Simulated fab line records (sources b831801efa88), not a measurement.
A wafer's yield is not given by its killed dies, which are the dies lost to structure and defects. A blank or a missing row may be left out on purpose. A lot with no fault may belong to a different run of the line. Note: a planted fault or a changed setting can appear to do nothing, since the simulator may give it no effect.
fab line records | flow sky130
record: lots: 10 | wafers: 30 | last_day: 52
route steps=708 shown METAL2@498 METAL3@566 METAL4@600 CAP2M@617
lots with no fault: from the same line, run without faults
start_h: hours from the record's opening day to when the first of the lot's shown wafers began | wait_h: hours elapsed since this lot's preceding step | " identical to the entry in the row above | L1.1+2: several wafers, shown together as one row | - no value, or no start was given | * or withheld: withheld | < > ~ a bound
route shown NAME@n: NAME is a module with steps in the file, n the number in the route of the first one | usual: mean/standard deviation of fault-free wafers | same: alike in all rows | chamber/n: place in a boat | sites: the reading at each site | _std_site: standard deviation of those values | _edge_site: inner sites' mean taken away from outer sites' mean | radius_mm: how far each site lies from the wafer's centre | mask NAME#n: copy n | behind: the last tool/chamber to shape the wafer | hold: the reason the lot was held/the length of the hold in hours/how it ended | device: which transistor (n, p or np) failed to switch | end of line: the same wafers' tests at the end of the route | step lacking rows: just its recipe | killed: count of dies lost to structure and defects at first sort (not the wafer's yield) | map: a wafer's dies, marking killed ones x, the rest . and places with no die _
set.NAME: setting as actually run; set.NAME@STEP: the setting as run at that earlier step | model.NAME: the simulator's own value behind a step, which no gauge read
a sample of lots followed through the steps of the route, with each step as a table and each wafer as a row
services: the hour from which a tool's chamber was out of use, counted from the record's first day as start_h (under 0 if before that day), plus the number of hours and why
== steps ==
step: SKY_METAL2_CD_MEAS_15
recipe: target_cd_nm: 140
usual: cd_nm: 139.8/1.5
lot.wafer | tool      | chamber | start_h | wait_h | cd_nm
L147.1    | cd_sem-02 | -       | 863.62  | -      | 140.2
L147.4    | "         | -       | "       | "      | 139.2
L147.5    | "         | -       | "       | "      | 138.6
L148.2    | cd_sem-01 | -       | 867.44  | -      | 138.2
L148.4    | "         | -       | "       | "      | 139.8
L148.5    | "         | -       | "       | "      | 138.7
L151.1    | cd_sem-02 | -       | 882.87  | -      | 141.2
L151.2    | "         | -       | "       | "      | 142.4
L151.3    | "         | -       | "       | "      | 140.4
L152.1    | cd_sem-01 | -       | 883.59  | -      | 139.0
L152.2    | "         | -       | "       | "      | 138.4
L152.4    | "         | -       | "       | "      | 139.9
L155.2    | cd_sem-02 | -       | 883.84  | -      | 137.6
L155.4    | "         | -       | "       | "      | 139.8
L155.6    | "         | -       | "       | "      | 138.2
L154.1    | cd_sem-01 | -       | 884.17  | -      | 141.4
L154.4    | "         | -       | "       | "      | 140.1
L154.5    | "         | -       | "       | "      | 141.4
L166.1    | cd_sem-02 | -       | 1027.92 | -      | 142.1
L166.3    | "         | -       | "       | "      | 140.9
L166.5    | "         | -       | "       | "      | 141.2
L167.4    | cd_sem-02 | -       | 1030.93 | -      | 142.4
L167.5    | "         | -       | "       | "      | 143.7
L167.6    | "         | -       | "       | "      | 140.4
L169.1    | cd_sem-01 | -       | 1032.30 | -      | 138.4
L169.3    | "         | -       | "       | "      | 137.6
L169.4    | "         | -       | "       | "      | 138.6
L168.1    | cd_sem-01 | -       | 1033.62 | -      | 136.4
L168.2    | "         | -       | "       | "      | 137.8
L168.4    | "         | -       | "       | "      | 137.5
step: SKY_METAL3_ETCH_16
recipe: chemistry: N2/H2 | target: BARC | ion_energy_ev: 200 | bias_w: 100 | pressure_mtorr: 30 | n2_flow_sccm: 100 | h2_flow_sccm: 200 | icp_w: 500 | stop_on: SiO2 | time_s: 88.2 | target_depth_a: 600
usual: drypump_motor_current_A: 5.4/0.34 | h2_flow_sccm: 200.0/0.56 | oes_product_au: 0.625/0.0048 | throttle_valve_pct: 13.204/0.0094
lot.wafer | tool         | chamber | start_h | wait_h | drypump_motor_current_A | h2_flow_sccm | oes_product_au | rf_hours_counter_h | throttle_valve_pct
L147.1    | rie_metal-04 | 1       | 946.63  | 0.0    | 5.7                     | 200.0        | 0.620          | 0                  | 13.212
L147.4    | "            | 1       | "       | "      | 5.7                     | 199.6        | 0.631          | -                  | 13.209
L147.5    | "            | 0       | "       | "      | 5.9                     | 199.5        | 0.622          | -                  | 13.202
L148.2    | rie_metal-01 | 0       | 949.81  | 0.0    | 5.1                     | 200.4        | 0.624          | 2                  | 13.192
L148.4    | "            | 1       | "       | "      | 5.2                     | 200.2        | 0.626          | -                  | 13.195
L148.5    | "            | 1       | "       | "      | 5.2                     | 199.9        | 0.627          | -                  | 13.189
L151.1    | rie_metal-04 | 0       | 963.68  | 0.0    | 5.9                     | 200.1        | 0.621          | 11                 | 13.207
L151.2    | "            | 1       | "       | "      | 5.7                     | 200.0        | 0.625          | 2                  | 13.202
L151.3    | "            | 0       | "       | "      | 5.9                     | 200.1        | 0.624          | -                  | 13.207
L152.1    | rie_metal-01 | 0       | 964.38  | 0.0    | 5.1                     | 199.9        | 0.634          | 3                  | 13.216
L152.2    | "            | 1       | "       | "      | 5.2                     | 201.0        | 0.621          | 13                 | 13.215
L152.4    | "            | 0       | "       | "      | 5.1                     | 199.2        | 0.624          | -                  | 13.195
L155.2    | rie_metal-03 | 1       | 964.73  | 0.0    | 5.0                     | 200.1        | 0.624          | 18                 | 13.210
L155.4    | "            | 1       | "       | "      | 5.0                     | 200.4        | 0.624          | -                  | 13.208
L155.6    | "            | 1       | "       | "      | 5.0                     | 200.3        | 0.626          | -                  | 13.209
L154.1    | rie_metal-04 | 0       | 965.08  | 0.0    | 5.9                     | 201.0        | 0.627          | 12                 | 13.191
L154.4    | "            | 0       | "       | "      | 5.9                     | 200.2        | 0.621          | -                  | 13.208
L154.5    | "            | 0       | "       | "      | 5.9                     | 200.2        | 0.617          | -                  | 13.212
L166.1    | rie_metal-04 | 0       | 1100.21 | 0.0    | 5.9                     | 199.6        | 0.624          | 19                 | 13.208
L166.3    | "            | 1       | "       | "      | 5.8                     | 199.8        | 0.633          | -                  | 13.190
L166.5    | "            | 1       | "       | "      | 5.7                     | 201.0        | 0.627          | -                  | 13.206
L167.4    | rie_metal-04 | 0       | 1101.66 | 0.0    | 5.9                     | 199.7        | 0.628          | -                  | 13.211
L167.5    | "            | 1       | "       | "      | 5.7                     | 199.8        | 0.632          | -                  | 13.201
L167.6    | "            | 0       | "       | "      | 5.9                     | 199.7        | 0.621          | -                  | 13.204
L169.1    | rie_metal-04 | 1       | 1104.16 | 0.0    | 5.7                     | 199.6        | 0.628          | 9                  | 13.227
L169.3    | "            | 1       | "       | "      | 5.7                     | 199.1        | 0.629          | -                  | 13.203
L169.4    | "            | 0       | "       | "      | 5.9                     | 200.4        | 0.624          | -                  | 13.210
L168.1    | rie_metal-03 | 0       | 1104.64 | 0.0    | 5.7                     | 198.9        | 0.625          | 23                 | 13.198
L168.2    | "            | 1       | "       | "      | 5.0                     | 199.7        | 0.627          | 3                  | 13.217
L168.4    | "            | 0       | "       | "      | 5.7                     | 199.8        | 0.628          | -                  | 13.193
step: SKY_METAL4_SPUTTER_02
recipe: material: AlCu | target_thk_nm: 735 | power_w: 10600 | time_s: 39.1 | chamber_pressure_pa: 0.4
usual: cathode_dc_power_W: 10600/1.7 | throttle_valve_pct: 29.8/1.2
lot.wafer | tool           | chamber | start_h | wait_h | cathode_dc_power_W | throttle_valve_pct
L147.1    | pvd_sputter-03 | -       | 975.23  | 0.0    | 10599              | 28.2
L147.4    | "              | -       | "       | "      | 10601              | 30.4
L147.5    | "              | -       | "       | "      | 10600              | 30.8
L148.2    | pvd_sputter-04 | -       | 978.28  | 0.0    | 10601              | 28.9
L148.4    | "              | -       | "       | "      | 10600              | 32.8
L148.5    | "              | -       | "       | "      | 10601              | 29.2
L151.1    | pvd_sputter-03 | -       | 992.03  | 0.0    | 10597              | 30.6
L151.2    | "              | -       | "       | "      | 10597              | 29.0
L151.3    | "              | -       | "       | "      | 10602              | 28.2
L152.1    | pvd_sputter-04 | -       | 992.34  | 0.0    | 10600              | 29.6
L152.2    | "              | -       | "       | "      | 10600              | 32.6
L152.4    | "              | -       | "       | "      | 10601              | 29.4
L155.2    | pvd_sputter-04 | -       | 992.72  | 0.0    | 10600              | 29.5
L155.4    | "              | -       | "       | "      | 10600              | 29.6
L155.6    | "              | -       | "       | "      | 10600              | 29.6
L154.1    | pvd_sputter-04 | -       | 993.54  | 0.0    | 10599              | 29.7
L154.4    | "              | -       | "       | "      | 10600              | 29.3
L154.5    | "              | -       | "       | "      | 10601              | 29.8
L166.1    | pvd_sputter-04 | -       | 1125.14 | 0.0    | 10600              | 32.7
L166.3    | "              | -       | "       | "      | 10598              | 29.0
L166.5    | "              | -       | "       | "      | 10599              | 32.7
L167.4    | pvd_sputter-04 | -       | 1127.43 | 0.0    | 10599              | 29.3
L167.5    | "              | -       | "       | "      | 10601              | 29.7
L167.6    | "              | -       | "       | "      | 10600              | 29.4
L169.1    | pvd_sputter-04 | -       | 1129.32 | 0.0    | 10604              | 29.2
L169.3    | "              | -       | "       | "      | 10600              | 29.7
L169.4    | "              | -       | "       | "      | 10598              | 32.8
L168.1    | pvd_sputter-01 | -       | 1129.92 | 0.0    | 10602              | 28.6
L168.2    | "              | -       | "       | "      | 10601              | 29.7
L168.4    | "              | -       | "       | "      | 10598              | 28.2
step: SKY_CAP2M_STRIP_14
recipe: chemistry: O2/N2 | power_w: 1400 | pressure_mtorr: 1500 | platen_temp_c: withheld | o2_flow_sccm: 3000 | n2_flow_sccm: 300 | overash_fraction: 0.5
usual: drypump_motor_current_A: 5.81/0.05 | oes_product_au: 0.709/0.0042 | strip_time_to_endpoint_s: 12.66/0.057
lot.wafer | tool            | chamber | start_h | wait_h | drypump_motor_current_A | oes_product_au | rf_hours_counter_h | strip_time_to_endpoint_s
L147.1    | plasma_asher-02 | 1       | 1001.21 | 0.1    | 5.77                    | 0.707          | 25                 | 12.63
L147.4    | "               | 1       | "       | "      | 5.77                    | 0.705          | -                  | 12.66
L147.5    | "               | 1       | "       | "      | 5.77                    | 0.718          | -                  | 12.63
L148.2    | plasma_asher-01 | 0       | 1004.11 | 0.1    | 5.92                    | 0.711          | 58                 | 12.66
L148.4    | "               | 1       | "       | "      | 5.77                    | 0.713          | -                  | 12.75
L148.5    | "               | 0       | "       | "      | 5.92                    | 0.710          | -                  | 12.65
L151.1    | plasma_asher-04 | 0       | 1016.81 | 0.1    | 5.79                    | 0.707          | 90                 | 12.62
L151.2    | "               | 1       | "       | "      | 5.83                    | 0.715          | 90                 | 12.70
L151.3    | "               | 0       | "       | "      | 5.80                    | 0.713          | -                  | 12.72
L152.1    | plasma_asher-04 | 1       | 1017.11 | 0.1    | 5.77                    | 0.716          | 90                 | 12.67
L152.2    | "               | 0       | "       | "      | 5.80                    | 0.705          | 90                 | 12.56
L152.4    | "               | 0       | "       | "      | 5.81                    | 0.717          | -                  | 12.64
L155.2    | plasma_asher-01 | 0       | 1017.71 | 0.1    | 5.92                    | 0.709          | 60                 | 12.78
L155.4    | "               | 0       | "       | "      | 5.93                    | 0.707          | -                  | 12.77
L155.6    | "               | 1       | "       | "      | 5.76                    | 0.700          | -                  | 12.79
L154.1    | plasma_asher-04 | 0       | 1018.09 | 0.1    | 5.81                    | 0.708          | 90                 | 12.68
L154.4    | "               | 0       | "       | "      | 5.80                    | 0.708          | -                  | 12.71
L154.5    | "               | 1       | "       | "      | 5.75                    | 0.711          | -                  | 12.69
L166.1    | plasma_asher-02 | 0       | 1145.34 | 0.1    | 5.79                    | 0.709          | 33                 | 12.56
L166.3    | "               | 0       | "       | "      | 5.78                    | 0.708          | -                  | 12.59
L166.5    | "               | 0       | "       | "      | 5.78                    | 0.706          | -                  | 12.58
L167.4    | plasma_asher-01 | 1       | 1147.50 | 0.1    | 5.78                    | 0.702          | -                  | 12.61
L167.5    | "               | 0       | "       | "      | 5.92                    | 0.712          | -                  | 12.64
L167.6    | "               | 1       | "       | "      | 5.76                    | 0.709          | -                  | 12.61
L169.1    | plasma_asher-04 | 0       | 1148.21 | 0.1    | 5.81                    | 0.703          | 106                | 12.71
L169.3    | "               | 0       | "       | "      | 5.82                    | 0.707          | -                  | 12.63
L169.4    | "               | 1       | "       | "      | 5.82                    | 0.709          | -                  | 12.72
L168.1    | plasma_asher-04 | 1       | 1149.16 | 0.1    | 5.74                    | 0.708          | 106                | 12.76
L168.2    | "               | 0       | "       | "      | 5.82                    | 0.714          | 106                | 12.68
L168.4    | "               | 1       | "       | "      | 5.76                    | 0.711          | -                  | 12.79
step: SKY_METAL4_METAL_ETCH_18
recipe: target_depth_a: 8450 | stop_on: SiO2 | over_etch_frac: 0.3 | time_s: 183.1 | chemistry: Cl2/BCl3 | resist_sidewall_deg: 88 | pressure_mtorr: 10 | icp_w: 900 | bias_w: 48.5 | Cl2_flow_sccm: 60 | bcl3_flow_sccm: 30
usual: drypump_motor_current_A: 5.5/0.34 | mfc_cl2_sccm: 60.00/0.19 | oes_product_au: 0.866/0.007 | throttle_valve_pct: 22.264/0.0088
lot.wafer | tool         | chamber | start_h | wait_h | drypump_motor_current_A | mfc_cl2_sccm | oes_product_au | rf_hours_counter_h | throttle_valve_pct
L147.1    | rie_metal-03 | 1       | 1027.51 | 0.0    | 5.0                     | 60.06        | 0.871          | 22                 | 22.274
L147.4    | "            | 1       | "       | "      | 5.0                     | 59.96        | 0.867          | -                  | 22.244
L147.5    | "            | 1       | "       | "      | 5.0                     | 60.05        | 0.869          | -                  | 22.265
L148.2    | rie_metal-04 | 0       | 1030.82 | 0.0    | 5.9                     | 59.84        | 0.872          | 15                 | 22.244
L148.4    | "            | 0       | "       | "      | 5.9                     | 60.00        | 0.863          | -                  | 22.272
L148.5    | "            | 1       | "       | "      | 5.7                     | 59.80        | 0.873          | -                  | 22.258
L151.1    | rie_metal-03 | 0       | 1042.72 | 0.0    | 5.7                     | 60.16        | 0.865          | 17                 | 22.267
L151.2    | "            | 1       | "       | "      | 5.0                     | 59.86        | 0.870          | 24                 | 22.252
L151.3    | "            | 0       | "       | "      | 5.7                     | 60.00        | 0.866          | -                  | 22.253
L152.1    | rie_metal-03 | 0       | 1043.07 | 0.0    | 5.7                     | 59.87        | 0.880          | 17                 | 22.276
L152.2    | "            | 1       | "       | "      | 5.0                     | 60.11        | 0.873          | 24                 | 22.268
L152.4    | "            | 0       | "       | "      | 5.7                     | 60.04        | 0.870          | -                  | 22.271
L155.2    | rie_metal-02 | 1       | 1043.15 | 0.0    | 5.5                     | 59.96        | 0.884          | 1                  | 22.258
L155.4    | "            | 1       | "       | "      | 5.5                     | 60.24        | 0.869          | -                  | 22.262
L155.6    | "            | 1       | "       | "      | 5.5                     | 59.93        | 0.874          | -                  | 22.269
L154.1    | rie_metal-03 | 1       | 1043.48 | 0.0    | 5.0                     | 60.20        | 0.863          | 24                 | 22.281
L154.4    | "            | 1       | "       | "      | 5.0                     | 60.24        | 0.873          | -                  | 22.294
L154.5    | "            | 0       | "       | "      | 5.7                     | 59.76        | 0.932          | -                  | 22.264
L166.1    | rie_metal-03 | 1       | 1164.63 | 0.0    | 5.0                     | 59.96        | 0.865          | 8                  | 22.260
L166.3    | "            | 1       | "       | "      | 5.0                     | 60.22        | 0.851          | -                  | 22.283
L166.5    | "            | 1       | "       | "      | 5.0                     | 60.08        | 0.868          | -                  | 22.258
L167.4    | rie_metal-04 | 0       | 1166.29 | 0.1    | 5.9                     | 60.37        | 0.861          | -                  | 22.267
L167.5    | "            | 1       | "       | "      | 5.7                     | 60.07        | 0.880          | -                  | 22.268
L167.6    | "            | 0       | "       | "      | 5.9                     | 60.03        | 0.870          | -                  | 22.262
L169.1    | rie_metal-04 | 1       | 1167.75 | 0.0    | 5.7                     | 60.17        | 0.864          | 15                 | 22.271
L169.3    | "            | 1       | "       | "      | 5.7                     | 60.01        | 0.873          | -                  | 22.258
L169.4    | "            | 0       | "       | "      | 5.9                     | 59.88        | 0.863          | -                  | 22.277
L168.1    | rie_metal-02 | 1       | 1168.43 | 0.0    | 5.5                     | 60.02        | 0.863          | 9                  | 22.266
L168.2    | "            | 1       | "       | "      | 5.5                     | 60.09        | 0.862          | -                  | 22.279
L168.4    | "            | 1       | "       | "      | 5.5                     | 60.00        | 0.861          | -                  | 22.257
== services ==
tool            | chamber | start_h | hours | kind
pvd_sputter-04  | -       | 938.79  | 2.2   | repair
plasma_asher-02 | -       | 949.69  | 3.4   | repair
plasma_asher-01 | -       | 977.38  | 12.5  | repair
plasma_asher-02 | -       | 978.62  | 15.6  | pm
pvd_sputter-01  | -       | 990.40  | 2.7   | repair
rie_metal-04    | -       | 996.06  | 2.8   | pm
plasma_asher-02 | -       | 1002.47 | 58.6  | repair
plasma_asher-04 | -       | 1002.74 | 1.3   | repair
rie_metal-03    | 0       | 1016.75 | 12.1  | repair
rie_metal-02    | -       | 1017.20 | 0.5   | repair
plasma_asher-01 | -       | 1021.66 | 14.6  | pm
plasma_asher-02 | -       | 1029.77 | 0.5   | repair
pvd_sputter-03  | -       | 1033.16 | 2.4   | repair
pvd_sputter-04  | -       | 1035.67 | 1.0   | repair
rie_metal-01    | -       | 1038.66 | 0.5   | repair
rie_metal-03    | 1       | 1056.78 | -     | clean
rie_metal-03    | 1       | 1056.78 | 20.1  | scheduled_down
pvd_sputter-04  | -       | 1064.81 | 2.5   | repair
rie_metal-04    | -       | 1082.36 | 14.6  | pm
pvd_sputter-03  | -       | 1102.28 | 3.6   | repair
rie_metal-02    | -       | 1104.26 | 14.6  | pm
pvd_sputter-04  | -       | 1107.19 | 1.0   | repair
plasma_asher-01 | -       | 1148.60 | 16.6  | repair
rie_metal-03    | 0       | 1158.62 | 60.7  | repair
== key ==
first_sign: step: SKY_METAL4_METAL_ETCH_18 | reading: oes_product_au | direction: up | sigmas: 9.4 | usual: 0.866 | struck: 0.932
effect none on later readings
met_at SKY_METAL4_SPUTTER_02
struck_lots L154
struck_wafers L154.5
not_acting_at SKY_METAL2_CD_MEAS_15,SKY_METAL3_ETCH_16,SKY_CAP2M_STRIP_14
onset_between 992.72 993.54
fault: kind: process_parameter_drift | tool: pvd_sputter-04 | chamber: - | onset_h: 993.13 | steps: SKY_METAL4_SPUTTER_02 | channel: time_s | offset: * | shape: step | end_h: 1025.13 | scope: struck_wafers_only | acts_in: * | stated: *
